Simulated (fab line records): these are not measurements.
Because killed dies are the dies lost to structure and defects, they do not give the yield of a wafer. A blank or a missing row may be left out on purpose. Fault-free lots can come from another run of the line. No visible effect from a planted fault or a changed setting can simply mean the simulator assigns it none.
Tool commonality check | flow gf180mcu | Sampled: 14 lots, 42 wafers

== WHAT PROMPTED THE OPENING ==
2 of 14 lots carry a flag on the reading MVSD_RS at GF_VT_IMPLANT_RS_MEAS_46. Fault-free wafers read 456.8 ohm/sq, with a standard deviation of 1.2.
Rule: flag the lot when none of its wafers has a number, or when each of its wafers that has one lies beyond 4 standard deviations from that mean. The rest of the lots are taken to be sound.

lot  | measured     | on           | MVSD_RS (ohm/sq), wafer by wafer | flag
L295 | day 7 14:38  | filmMetro-04 | 458.4 458.4 457.3                | 
L296 | day 7 19:53  | filmMetro-03 | 455.3 456.7 456.7                | 
L297 | day 8 01:45  | filmMetro-03 | 456.6 455.4 455.4                | 
L298 | day 8 07:54  | filmMetro-01 | 456.7 455.9 454.8                | 
L299 | day 8 16:26  | filmMetro-04 | 459.1 458.2 457.2                | 
L300 | day 9 00:23  | filmMetro-01 | 455.8 456.6 455.3                | 
L302 | day 9 14:11  | filmMetro-03 | 456.4 456.8 456.7                | 
L304 | day 10 05:53 | filmMetro-03 | 455.1 455.3 455.9                | 
L305 | day 10 09:02 | filmMetro-04 | 456.9 455.1 456.7                | 
L308 | day 11 07:34 | filmMetro-04 | 443.7 442.5 443.7                | FLAGGED
L309 | day 11 11:16 | filmMetro-04 | 445.4 442.3 443.7                | FLAGGED
L315 | day 13 08:49 | filmMetro-04 | 458.0 457.3 457.3                | 
L316 | day 13 14:29 | filmMetro-04 | 457.7 459.1 458.7                | 
L317 | day 13 19:20 | filmMetro-04 | 457.1 455.9 456.1                | 
Average over the flagged lots: 443.6 ohm/sq; offset from the usual -13.2 ohm/sq, equal to -11 standard deviations.

== LOT BY LOT: THE TOOL USED ==
The record keeps 1 process step preceding the reading, out of 602 steps on the route. Each cell gives the tool, then ch followed by the chambers the sampled wafers passed through, then the start.
lot  | flag    | GF_MVSD_IMPLANT_09
L295 |         | implanter-03 ch 0, day 4 11:05
L296 |         | implanter-01 ch 0, day 4 17:10
L297 |         | implanter-01 ch 0, day 4 21:39
L298 |         | implanter-03 ch 0, day 5 02:49
L299 |         | implanter-01 ch 0, day 5 09:26
L300 |         | implanter-02 ch 0, day 5 16:35
L302 |         | implanter-01 ch 0, day 6 05:10
L304 |         | implanter-02 ch 0, day 6 15:47
L305 |         | implanter-03 ch 0, day 6 20:28
L308 | FLAGGED | implanter-02 ch 0, day 7 14:01
L309 | FLAGGED | implanter-02 ch 0, day 7 17:46
L315 |         | implanter-03 ch 0, day 9 09:32
L316 |         | implanter-01 ch 0, day 9 14:23
L317 |         | implanter-01 ch 0, day 9 19:14
What is done by these steps:
- GF_MVSD_IMPLANT_09
- GF_VT_IMPLANT_RS_MEAS_46: measures by four-point-probe.

== FLAGGED OVER TOTAL, TOOL BY TOOL (the gauges that took the reading come last) ==
step                     | tool         | lots run | flagged | share of the flagged lots | sound lots run after its first flagged lot
GF_MVSD_IMPLANT_09       | implanter-01 | 6        | 0       | none                      | -
GF_MVSD_IMPLANT_09       | implanter-02 | 4        | 2       | all                       | 0
GF_MVSD_IMPLANT_09       | implanter-03 | 4        | 0       | none                      | -
GF_VT_IMPLANT_RS_MEAS_46 | filmMetro-01 | 2        | 0       | none                      | -
GF_VT_IMPLANT_RS_MEAS_46 | filmMetro-03 | 4        | 0       | none                      | -
GF_VT_IMPLANT_RS_MEAS_46 | filmMetro-04 | 8        | 2       | all                       | 3 (L315,L316,L317)

== WHAT THE TABLE ALLOWS ==
2 rows of the table ran every flagged lot: implanter-02 at GF_MVSD_IMPLANT_09, filmMetro-04 at GF_VT_IMPLANT_RS_MEAS_46.
- implanter-02 at GF_MVSD_IMPLANT_09: 2 of its 4 lots flagged. A fault beginning between L304 (day 6 15:47), its last sound lot, and L308 (day 7 14:01), its first flagged one, fits the data. Its own readings lie more than 4 standard deviations out on every wafer of the flagged lots: beamOnS, faradayCurrentUA.
- filmMetro-04 at GF_VT_IMPLANT_RS_MEAS_46: 2 of its 8 lots flagged. Sound lots ran on it after the first flagged one (L315, L316, L317), which a lasting fault on the whole tool wouldn't allow.
One tool is left: implanter-02 at GF_MVSD_IMPLANT_09.

== WHAT WAS PUT IN BY THE SIMULATOR ==
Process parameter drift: implanter-02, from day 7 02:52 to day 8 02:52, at GF_MVSD_IMPLANT_09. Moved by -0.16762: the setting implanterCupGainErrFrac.
Lots struck among those shown: L308, L309. Same finding as the rule above.
